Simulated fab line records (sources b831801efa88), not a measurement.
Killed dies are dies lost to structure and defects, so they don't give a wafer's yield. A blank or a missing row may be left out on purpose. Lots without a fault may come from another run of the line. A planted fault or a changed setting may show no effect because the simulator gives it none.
2 desks, one fault	flow sky130	only its own numbers are on each desk; what lay behind them is given at the end

## THE TOOL OWNER'S DESK: pvd_sputter-04
The tool's own readings at SKY_CAPM_SPUTTER_02 (material TiN, target thk 200 nm, time 166.7 s): means of the sampled wafers that have a number, for each lot that ran on this tool. The brackets show how far a lot's mean lies from the usual mean; more than 4 standard deviations puts the lot out of limits, marked OUT.
Columns: A = cathode_dc_power_W at SKY_CAPM_SPUTTER_02, usual 6500.1 W; B = throttle_valve_pct at SKY_CAPM_SPUTTER_02, usual 30.4 %
lot	first seen here	A	B
L962	day 36 09:16	6499.3	30.1
L970	day 38 20:49	6204.9 (-99 or more) OUT	30.5
L972	day 39 12:31	6202.6 (-99 or more) OUT	30.3
L973	day 39 19:56	6203.7 (-99 or more) OUT	30.6
L981	day 42 09:23	6501.6	30.3
L982	day 42 14:39	6500.2	30.6
This desk finds L970, L972, L973 out of limits, L970 being first, at day 38 20:49 (cathode_dc_power_W at SKY_CAPM_SPUTTER_02). Within limits: L962, L981, L982.

## THE METROLOGY DESK
What the gauges read, lot by lot, whatever tool the lot ran on: means of the sampled wafers that have a number. The brackets show how far a lot's mean lies from the usual mean; more than 4 standard deviations puts the lot out of limits, marked OUT.
Columns: A = CAPM_TIN_RS at SKY_CAPM_RS_MEAS_03, usual 6.91 ohm/sq; B = CAPM_TIN_THK at SKY_CAPM_THK_MEAS_04, usual 200.0 nm
lot	first seen here	A	B
L962	day 36 09:23	6.87	200.8
L963	day 37 02:17	6.89	200.0
L964	day 37 05:20	6.90	200.6
L970	day 38 20:56	7.35 (+6.1) OUT	187.3 (-5.5) OUT
L972	day 39 12:41	7.20 (+4.1) OUT	192.4
L973	day 39 20:02	7.28 (+5.2) OUT	190.0 (-4.4) OUT
L975	day 40 20:57	6.95	201.0
L979	day 41 17:27	7.00	196.9
L981	day 42 09:32	6.91	199.8
L982	day 42 14:46	6.76	206.4
Finding of this desk: L970, L972, L973 out of limits, first seen on L970 at day 38 20:56 (CAPM_TIN_RS at SKY_CAPM_RS_MEAS_03). Within limits: L962, L963, L964, L975, L979, L981, L982.

## PUT TOGETHER
The tool owner's desk had the chance to raise an alarm at day 38 20:49 on L970, L972, L973.
At day 38 20:56 the metrology desk could have sounded an alarm, on L970, L972, L973.
Every lot named ran SKY_CAPM_SPUTTER_02 on pvd_sputter-04.

## WHAT THE SIMULATOR HAD INSERTED
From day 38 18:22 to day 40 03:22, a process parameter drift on pvd_sputter-04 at SKY_CAPM_SPUTTER_02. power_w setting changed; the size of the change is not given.
Struck lots among those shown: L970, L972, L973.
Hours from the fault's start to each desk's first reading out of limits: the tool owner's desk, 2; the metrology desk, 3.
